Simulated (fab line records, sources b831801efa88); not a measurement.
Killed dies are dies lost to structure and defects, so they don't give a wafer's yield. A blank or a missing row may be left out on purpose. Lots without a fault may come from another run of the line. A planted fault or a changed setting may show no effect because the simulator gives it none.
Which tool did it? | flow gf180mcu | 12 lots, 36 wafers sampled, at 4 steps of a route of 602

WHAT THE GAUGES READ, wafer by wafer
GF_MIM_THK_MEAS_06.
lot  | measured     | on            | MIM_CVD_05_THK (nm)
L075 | day 25 03:30 | film_metro-02 | 42.2 41.7 41.8
L077 | day 25 14:15 | film_metro-01 | 41.6 41.4 42.1
L079 | day 26 15:07 | film_metro-03 | 41.3 42.2 41.4
L081 | day 27 01:45 | film_metro-01 | 40.9 41.8 42.2
L083 | day 27 15:16 | film_metro-03 | 40.8 41.8 41.4
L085 | day 28 15:29 | film_metro-01 | 40.7 42.0 42.0
L087 | day 28 20:17 | film_metro-01 | 42.5 42.2 42.8
L090 | day 29 22:28 | film_metro-02 | 41.8 41.7 42.5
L091 | day 30 07:41 | film_metro-03 | 41.8 42.1 41.7
L093 | day 30 14:52 | film_metro-02 | 41.7 42.7 41.5
L095 | day 31 00:48 | film_metro-03 | 41.5 41.0 42.2
L097 | day 31 11:30 | film_metro-02 | 42.0 41.4 42.5

WHICH TOOL RAN EACH LOT (tool, then ch and the chambers of the sampled wafers, then the start)
lot  | GF_V1_SPUTTER_22             | GF_V2_ETCH_17                                 | GF_M4_SPUTTER_00
L075 | pvd_sputter-02, day 18 19:20 | rie_diel-02 ch 0,1,2, day 23 03:49 or earlier | pvd_sputter-02, day 23 03:49
L077 | pvd_sputter-04, day 19 10:02 | rie_diel-02 ch 0,2,3, day 23 15:26 or earlier | pvd_sputter-03, day 23 15:26
L079 | pvd_sputter-01, day 20 13:11 | rie_diel-01 ch 0,1, day 24 17:16 or earlier   | pvd_sputter-03, day 24 17:16
L081 | pvd_sputter-01, day 21 02:23 | rie_diel-02 ch 2,3, day 25 04:21 or earlier   | pvd_sputter-01, day 25 04:21
L083 | pvd_sputter-04, day 21 17:37 | rie_diel-04 ch 1,3, day 25 17:56 or earlier   | pvd_sputter-02, day 25 17:56
L085 | pvd_sputter-04, day 22 19:05 | rie_diel-01 ch 1,2, day 26 17:22 or earlier   | pvd_sputter-03, day 26 17:22
L087 | pvd_sputter-02, day 23 04:37 | rie_diel-01 ch 0,2, day 27 01:22 or earlier   | pvd_sputter-01, day 27 01:22
L090 | pvd_sputter-02, day 24 09:55 | rie_diel-04 ch 1,2,3, day 28 03:58 or earlier | pvd_sputter-02, day 28 03:58
L091 | pvd_sputter-04, day 24 21:56 | rie_diel-04 ch 0,2,3, day 28 14:10 or earlier | pvd_sputter-01, day 28 14:10
L093 | pvd_sputter-02, day 25 05:49 | rie_diel-01 ch 1,2,3, day 28 22:07 or earlier | pvd_sputter-02, day 28 22:07
L095 | pvd_sputter-01, day 25 19:08 | rie_diel-01 ch 0,2,3, day 29 09:13 or earlier | pvd_sputter-03, day 29 09:13
L097 | pvd_sputter-04, day 26 06:52 | rie_diel-02 ch 1,2,3, day 29 19:54 or earlier | pvd_sputter-01, day 29 19:54
- GF_V1_SPUTTER_22: material TiN, target thk 10 nm, time 40 s.
- GF_V2_ETCH_17: etches SiO2 in C4F8/O2/Ar, stops on TiN, target depth 630 nm.
- GF_M4_SPUTTER_00: material Ti, target thk 37.5 nm, time 150 s.

THE ANSWER, worked out from the rows above alone
Rule: what is usual is taken from the lots themselves. Put in order of their means at a reading, lots are off if they are a third of the lots or fewer, leave a main group of 4 or more, and stand apart from it by a gap of 3 or more times the standard deviation of the main group's means; of several such gaps the widest counts. A main group whose means are all the same, to the digits that the tables above print for the reading, isn't used. A lot without any number at a reading at which 4 lots or more have one is off too. The other lots that the step has rows for count as sound.
No lot is off at any reading shown: from this, nothing can be told.

WHAT THE SIMULATOR HAD PUT IN
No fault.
